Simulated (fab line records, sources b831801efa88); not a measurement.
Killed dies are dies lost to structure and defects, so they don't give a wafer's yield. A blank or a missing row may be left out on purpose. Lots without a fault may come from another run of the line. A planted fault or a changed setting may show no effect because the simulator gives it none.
Which tool did it? | flow gf180mcu | 11 lots, 33 wafers sampled, at 6 steps of a route of 602

WHAT THE GAUGES READ, wafer by wafer
GF_HV_LDD_TW_MEAS_11. Usual: HV_LDD_TW 2389, standard deviation 34.
lot  | measured     | on            | HV_LDD_TW      | flag
L661 | day 10 16:56 | film_metro-02 | 2408 2404 2428 |
L663 | day 11 09:39 | film_metro-01 | 2378 2370 2375 |
L664 | day 11 15:49 | film_metro-02 | 2439 2418 2434 |
L666 | day 12 04:12 | film_metro-01 | 2395 2390 2375 |
L668 | day 12 18:57 | film_metro-01 | 2376 2363 2375 |
L669 | day 13 06:30 | film_metro-04 | 2401 2412 2399 |
L671 | day 13 14:45 | film_metro-02 | 2430 2424 2429 |
L675 | day 14 21:20 | film_metro-02 | 2423 2409 2425 |
L676 | day 15 02:07 | film_metro-01 | 2365 2370 2368 |
L677 | day 15 11:50 | film_metro-02 | 2448 2432 2447 |
L681 | day 16 16:41 | film_metro-01 | 2335 2335 2339 |

GF_HV_LDD_TW_MEAS_23. Usual: HV_LDD_2_TW 1051, standard deviation 12.
lot  | measured     | on            | HV_LDD_2_TW    | flag
L661 | day 11 11:12 | film_metro-04 | 1057 1052 1062 |
L663 | day 12 04:51 | film_metro-01 | 1044 1038 1045 |
L664 | day 12 11:01 | film_metro-02 | 1059 1065 1061 |
L666 | day 12 23:32 | film_metro-02 | 1059 1066 1063 |
L668 | day 13 15:23 | film_metro-02 | 1058 1061 1064 |
L669 | day 14 02:53 | film_metro-04 | 1043 1043 1040 |
L671 | day 14 10:32 | film_metro-01 | 1036 1033 1030 |
L675 | day 15 19:24 | film_metro-02 | 1066 1065 1063 |
L676 | day 15 22:52 | film_metro-04 | 1063 1062 1065 |
L677 | day 16 09:08 | film_metro-04 | 1050 1054 1057 |
L681 | day 17 15:57 | film_metro-04 | 1055 1053 1054 |

GF_NSD_TW_MEAS_12. Usual: NSD_TW 4257, standard deviation 52.
lot  | measured     | on            | NSD_TW         | flag
L661 | day 14 02:05 | film_metro-03 | 4289 4275 4288 |
L663 | day 14 21:38 | film_metro-03 | 4294 4259 4263 |
L664 | day 15 07:26 | film_metro-03 | 4271 4292 4281 |
L666 | day 15 17:17 | film_metro-02 | 4293 4311 4300 |
L668 | day 16 11:29 | film_metro-02 | 4270 4248 4263 |
L669 | day 17 02:50 | film_metro-03 | 4299 4298 4311 |
L671 | day 17 08:36 | film_metro-02 | 4235 4247 4240 |
L675 | day 18 20:49 | film_metro-02 | 4290 4294 4256 |
L676 | day 18 22:56 | film_metro-03 | 4535 4498 4538 | OFF
L677 | day 19 12:12 | film_metro-03 | 4549 4561 4540 | OFF
L681 | day 20 19:17 | film_metro-03 | 4262 4243 4251 |

GF_PSD_RS_MEAS_14: measures by four-point-probe. Usual: NSD_RS 46.12 ohm/sq, standard deviation 0.11.
lot  | measured     | on            | NSD_RS (ohm/sq)   | flag
L661 | day 14 23:19 | film_metro-01 | 46.17 46.29 46.13 |
L663 | day 15 20:11 | film_metro-01 | 46.18 46.20 46.16 |
L664 | day 16 05:22 | film_metro-03 | 45.96 46.04 46.00 |
L666 | day 16 15:38 | film_metro-03 | 45.96 46.04 46.04 |
L668 | day 17 10:38 | film_metro-03 | 46.06 46.02 46.07 |
L669 | day 18 02:10 | film_metro-01 | 46.18 46.14 46.22 |
L671 | day 18 08:20 | film_metro-02 | 46.18 46.06 46.14 |
L675 | day 19 21:29 | film_metro-03 | 45.94 45.94 45.98 |
L676 | day 19 23:27 | film_metro-03 | 41.77 41.78 41.96 | OFF
L677 | day 20 12:25 | film_metro-03 | 41.94 41.86 41.89 | OFF
L681 | day 21 18:44 | film_metro-02 | 46.13 46.18 46.13 |

WHICH TOOL RAN EACH LOT (tool, then ch and the chambers of the sampled wafers, then the start)
lot  | GF_NSD_IMPLANT_09               | GF_NSD_STRIP_11
L661 | implanter-02 ch 0, day 14 01:41 | plasma_asher-04 ch 0, day 14 01:59
L663 | implanter-02 ch 0, day 14 21:14 | plasma_asher-01 ch 0,1, day 14 21:32
L664 | implanter-01 ch 0, day 15 07:03 | plasma_asher-01 ch 0,1, day 15 07:20
L666 | implanter-01 ch 0, day 15 16:53 | plasma_asher-04 ch 0,1, day 15 17:11
L668 | implanter-01 ch 0, day 16 11:05 | plasma_asher-04 ch 0,1, day 16 11:23
L669 | implanter-03 ch 0, day 17 02:26 | plasma_asher-02 ch 1, day 17 02:44
L671 | implanter-01 ch 0, day 17 08:12 | plasma_asher-04 ch 0,1, day 17 08:30
L675 | implanter-03 ch 0, day 18 20:26 | plasma_asher-02 ch 0,1, day 18 20:43
L676 | implanter-03 ch 0, day 18 22:34 | plasma_asher-02 ch 0, day 18 22:50
L677 | implanter-03 ch 0, day 19 11:48 | plasma_asher-04 ch 0,1, day 19 12:06
L681 | implanter-01 ch 0, day 20 18:53 | plasma_asher-02 ch 0,1, day 20 19:11
- GF_NSD_IMPLANT_09
- GF_NSD_STRIP_11: strips in O2/N2.

WHAT THE TOOLS THEMSELVES READ (means of the sampled wafers that have a number; where no wafer has one, the mark that the record gives instead)
GF_NSD_IMPLANT_09. Usual: beam_energy_keV 60.003, standard deviation 0.016.
lot  | tool         | beam_energy_keV | flag
L661 | implanter-02 | 60.018          |
L663 | implanter-02 | 59.987          |
L664 | implanter-01 | 59.989          |
L666 | implanter-01 | 60.012          |
L668 | implanter-01 | 60.013          |
L669 | implanter-03 | 59.980          |
L671 | implanter-01 | 60.008          |
L675 | implanter-03 | 60.020          |
L676 | implanter-03 | 76.695          | OFF
L677 | implanter-03 | 76.705          | OFF
L681 | implanter-01 | 59.998          |

GF_NSD_STRIP_11. Usual: drypump_motor_current_A 6.0 A, standard deviation 0.52; heater_power_w 354 W, standard deviation 40; o2_flow_sccm 3001 sccm, standard deviation 8.2; oes_product_au 0.487 a.u., standard deviation 0.0045; strip_time_to_endpoint_s 22.96 s, standard deviation 0.035.
lot  | tool            | drypump_motor_current_A (A) | heater_power_w (W) | o2_flow_sccm (sccm) | oes_product_au (a.u.) | strip_time_to_endpoint_s (s) | flag
L661 | plasma_asher-04 | 5.9                         | 403                | 3001                | 0.489                 | 22.94                        |
L663 | plasma_asher-01 | 6.4                         | 321                | 2998                | 0.485                 | 22.97                        |
L664 | plasma_asher-01 | 6.1                         | 312                | 3005                | 0.489                 | 22.93                        |
L666 | plasma_asher-04 | 5.6                         | 381                | 2996                | 0.487                 | 22.96                        |
L668 | plasma_asher-04 | 5.6                         | 391                | 3012                | 0.491                 | 22.95                        |
L669 | plasma_asher-02 | 6.6                         | 307                | 3004                | 0.486                 | 22.94                        |
L671 | plasma_asher-04 | 5.4                         | 377                | 2995                | 0.485                 | 22.96                        |
L675 | plasma_asher-02 | 6.4                         | 339                | 3000                | 0.488                 | 22.96                        |
L676 | plasma_asher-02 | 5.9                         | 409                | 3006                | 0.467                 | 25.27                        | OFF
L677 | plasma_asher-04 | 5.6                         | 385                | 3005                | 0.465                 | 25.25                        | OFF
L681 | plasma_asher-02 | 6.2                         | 370                | 3005                | 0.486                 | 22.97                        |

THE ANSWER, worked out from the rows above alone
Rule: a lot is off if the mean of its wafers that have a number lies more than 3 standard deviations from the usual mean. A lot without any number at a reading at which 4 lots or more have one is off too. The other lots that the step has rows for count as sound. The gauges are gone through in route order, then the tools' own readings, and for those a lot's mean is taken as printed above. The first step at which some lot is off is used, and at that step the reading that is off furthest; a lot without a number counts as furthest.
Off: L676, L677, at GF_NSD_TW_MEAS_12 (NSD_TW).
A tool fits if, at a process step before that reading, it ran every lot that is off, and no sound lot after the first of them. The gauges at GF_NSD_TW_MEAS_12 aren't tried: what is off there is off at GF_NSD_IMPLANT_09 too, on other tools, and a gauge's error can't cause that. One fits: implanter-03 at GF_NSD_IMPLANT_09. Its last sound lot is L675 (day 18 20:26), its first lot that is off L676 (day 18 22:34): a fault that began between those two fits.
The tool's own readings at GF_NSD_IMPLANT_09 bear it out: on the lots that are off they differ by more than 5 times the standard deviation of the sound lots' means. beam_energy_keV reads 76.700 there against 60.003 on the sound lots.

WHAT THE SIMULATOR HAD PUT IN
Process parameter drift: implanter-03, from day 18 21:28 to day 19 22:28, at GF_NSD_IMPLANT_09. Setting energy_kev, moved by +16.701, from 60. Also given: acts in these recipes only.
Lots struck among those shown: L676, L677. The rule above found the same.
